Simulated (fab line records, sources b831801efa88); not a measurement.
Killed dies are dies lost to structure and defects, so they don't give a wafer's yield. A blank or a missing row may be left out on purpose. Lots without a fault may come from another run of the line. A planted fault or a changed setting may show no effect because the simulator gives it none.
Which tool did it? | flow sky130 | 12 lots, 36 wafers sampled, at 5 steps of a route of 708

WHAT THE GAUGES READ, wafer by wafer
The record holds no reading of a measuring or inspecting step that can be judged against a usual standard deviation.

WHICH TOOL RAN EACH LOT (tool, then ch and the chambers of the sampled wafers, then the start)
lot  | SKY_VIA3_ETCH_15                   | SKY_METAL4_SPUTTER_01        | SKY_METAL4_SPUTTER_03        | SKY_VIA4_HMDS_05                  | SKY_PAD_OPEN_PROBE_99
L241 | rie_diel-03 ch 1,2,3, day 42 09:17 | pvd_sputter-03, day 42 10:38 | pvd_sputter-03, day 42 10:41 | litho_track-04 ch 0, day 44 20:56 | -
L242 | rie_diel-03 ch 1,3, day 42 15:56   | pvd_sputter-04, day 42 17:37 | pvd_sputter-04, day 42 17:40 | litho_track-04 ch 0, day 45 02:35 | -
L244 | rie_diel-02 ch 2,3, day 43 02:50   | pvd_sputter-01, day 43 04:13 | pvd_sputter-01, day 43 04:17 | litho_track-04 ch 0, day 45 12:29 | -
L245 | rie_diel-01 ch 0,1,2, day 43 15:19 | pvd_sputter-03, day 43 17:06 | pvd_sputter-03, day 43 17:10 | litho_track-01 ch 0, day 46 00:57 | prober-01, day 49 02:23
L246 | rie_diel-03 ch 1,2,3, day 43 16:02 | pvd_sputter-01, day 43 17:29 | pvd_sputter-01, day 43 17:34 | litho_track-01 ch 0, day 46 01:30 | prober-02, day 49 03:38
L249 | rie_diel-03 ch 0,1,2, day 44 10:47 | pvd_sputter-01, day 44 12:11 | pvd_sputter-01, day 44 12:14 | litho_track-01 ch 0, day 46 18:33 | -
L248 | rie_diel-01 ch 0,2, day 44 13:49   | pvd_sputter-01, day 44 15:13 | pvd_sputter-01, day 44 15:16 | litho_track-02 ch 0, day 46 21:20 | prober-01, day 49 19:46
L250 | rie_diel-02 ch 1,3, day 44 15:55   | pvd_sputter-01, day 44 17:18 | pvd_sputter-01, day 44 17:22 | litho_track-02 ch 0, day 47 00:20 | -
L251 | rie_diel-01 ch 0,1,3, day 45 01:26 | pvd_sputter-03, day 45 02:47 | pvd_sputter-03, day 45 02:51 | litho_track-02 ch 0, day 47 07:28 | -
L253 | rie_diel-02 ch 2,3, day 45 19:02   | pvd_sputter-04, day 45 20:23 | pvd_sputter-04, day 45 20:27 | litho_track-02 ch 0, day 48 01:26 | -
L256 | rie_diel-03 ch 0,1, day 46 00:37   | pvd_sputter-03, day 46 01:58 | pvd_sputter-03, day 46 02:01 | litho_track-01 ch 0, day 48 06:00 | -
L255 | rie_diel-01 ch 1,2,3, day 46 01:56 | pvd_sputter-03, day 46 03:19 | pvd_sputter-03, day 46 03:22 | litho_track-01 ch 0, day 48 08:03 | -
- SKY_VIA3_ETCH_15: etches SiO2 in C4F8/O2/Ar, stops on TiN, target depth 507 nm, time 78 s.
- SKY_METAL4_SPUTTER_01: material TiN, target thk 20 nm, time 16.7 s.
- SKY_METAL4_SPUTTER_03: material Ti, target thk 5 nm, time 3.3 s.
- SKY_VIA4_HMDS_05: prime time 60 s.
- SKY_PAD_OPEN_PROBE_99

WHAT THE TOOLS THEMSELVES READ (means of the sampled wafers that have a number; where no wafer has one, the mark that the record gives instead)
SKY_VIA3_ETCH_15.
lot  | tool        | bias_w (W) | oes_product_au (a.u.)
L241 | rie_diel-03 | 1201       | 0.944
L242 | rie_diel-03 | 1201       | 0.948
L244 | rie_diel-02 | 1203       | 0.949
L245 | rie_diel-01 | 1204       | 0.937
L246 | rie_diel-03 | 1202       | 0.944
L249 | rie_diel-03 | 1201       | 0.941
L248 | rie_diel-01 | 1199       | 0.948
L250 | rie_diel-02 | 1198       | 0.946
L251 | rie_diel-01 | 1200       | 0.944
L253 | rie_diel-02 | 1203       | 0.947
L256 | rie_diel-03 | 1198       | 0.947
L255 | rie_diel-01 | 1198       | 0.950

SKY_METAL4_SPUTTER_01.
lot  | tool           | chamber_pressure_pa (Pa) | throttle_valve_pct (%)
L241 | pvd_sputter-03 | 0.3999                   | 29.7
L242 | pvd_sputter-04 | 0.3997                   | 29.9
L244 | pvd_sputter-01 | 0.4001                   | 29.9
L245 | pvd_sputter-03 | 0.4012                   | 29.7
L246 | pvd_sputter-01 | 0.4009                   | 30.8
L249 | pvd_sputter-01 | 0.3998                   | 30.7
L248 | pvd_sputter-01 | 0.4006                   | 30.7
L250 | pvd_sputter-01 | 0.4009                   | 29.3
L251 | pvd_sputter-03 | 0.3995                   | 29.8
L253 | pvd_sputter-04 | 0.4007                   | 30.4
L256 | pvd_sputter-03 | 0.3994                   | 30.3
L255 | pvd_sputter-03 | 0.4005                   | 30.3

SKY_METAL4_SPUTTER_03.
lot  | tool           | chamber_pressure_pa (Pa) | throttle_valve_pct (%)
L241 | pvd_sputter-03 | 0.4001                   | 29.6
L242 | pvd_sputter-04 | 0.3996                   | 30.0
L244 | pvd_sputter-01 | 0.4001                   | 29.8
L245 | pvd_sputter-03 | 0.3996                   | 29.6
L246 | pvd_sputter-01 | 0.4004                   | 30.8
L249 | pvd_sputter-01 | 0.4001                   | 30.6
L248 | pvd_sputter-01 | 0.3996                   | 30.6
L250 | pvd_sputter-01 | 0.4000                   | 29.2
L251 | pvd_sputter-03 | 0.4000                   | 29.6
L253 | pvd_sputter-04 | 0.4010                   | 30.2
L256 | pvd_sputter-03 | 0.3996                   | 30.5
L255 | pvd_sputter-03 | 0.4011                   | 30.2

SKY_VIA4_HMDS_05.
lot  | tool           | prime_temp_c (C)
L241 | litho_track-04 | 120.10
L242 | litho_track-04 | 118.43
L244 | litho_track-04 | 118.50
L245 | litho_track-01 | 120.01
L246 | litho_track-01 | 119.85
L249 | litho_track-01 | 119.96
L248 | litho_track-02 | 120.08
L250 | litho_track-02 | 120.04
L251 | litho_track-02 | 120.16
L253 | litho_track-02 | 119.92
L256 | litho_track-01 | 120.07
L255 | litho_track-01 | 119.88

SKY_PAD_OPEN_PROBE_99.
lot  | tool      | defect_limited_yield (%) | killed_at_M0_to_M3 | killed_at_M4_up | killed_at_contacts | killed_at_front_end | killed_at_other | killed_dies | killed_open | killed_short | sort_bin_3_pad_short (%) | sort_bin_5_function (%) | sort_bin_6_memory (%) | sort_n_pass | sort_yield_pct (%)
L245 | prober-01 | 85.7                     | 41                 | 5.0             | 12                 | 12                  | 0.0             | 70          | 37          | 33           | 0.7                      | 8.3                     | 5.3                   | 422         | 85.7
L246 | prober-02 | 81.6                     | 44                 | 4.0             | 26                 | 16                  | 0.7             | 91          | 50          | 40           | 0.9                      | 11.3                    | 6.3                   | 401         | 81.6
L248 | prober-01 | 81.2                     | 40                 | 2.0             | 26                 | 24                  | 1.0             | 93          | 51          | 41           | 0.9                      | 12.3                    | 5.6                   | 399         | 81.2

THE ANSWER, worked out from the rows above alone
Rule: what is usual is taken from the lots themselves. Put in order of their means at a reading, lots are off if they are a third of the lots or fewer, leave a main group of 4 or more, and stand apart from it by a gap of 3 or more times the standard deviation of the main group's means; of several such gaps the widest counts. A main group whose means are all the same, to the digits that the tables above print for the reading, isn't used. A lot without any number at a reading at which 4 lots or more have one is off too. The other lots that the step has rows for count as sound. The gauges are gone through in route order, then the tools' own readings, and for those a lot's mean is taken as printed above. The first step at which some lot is off is used, and at that step the reading that is off furthest; a lot without a number counts as furthest.
Off: L242, L244, at SKY_VIA4_HMDS_05 (prime_temp_c). The main group: mean 120.01 C, standard deviation 0.096.
A tool fits if, at that step or a process step before it, it ran every lot that is off, and no sound lot after the first of them. One fits: litho_track-04 at SKY_VIA4_HMDS_05. Its last sound lot is L241 (day 44 20:56), its first lot that is off L242 (day 45 02:35): a fault that began between those two fits.
The tool's own readings at SKY_VIA4_HMDS_05 bear it out: on the lots that are off they differ by more than 5 times the standard deviation of the sound lots' means. prime_temp_c reads 118.47 C there against 120.01 C on the sound lots.

WHAT THE SIMULATOR HAD PUT IN
Process parameter drift: litho_track-04, from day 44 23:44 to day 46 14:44, at SKY_VIA4_HMDS_05. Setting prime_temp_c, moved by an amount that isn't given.
Lots struck among those shown: L242, L244. The rule above found the same.
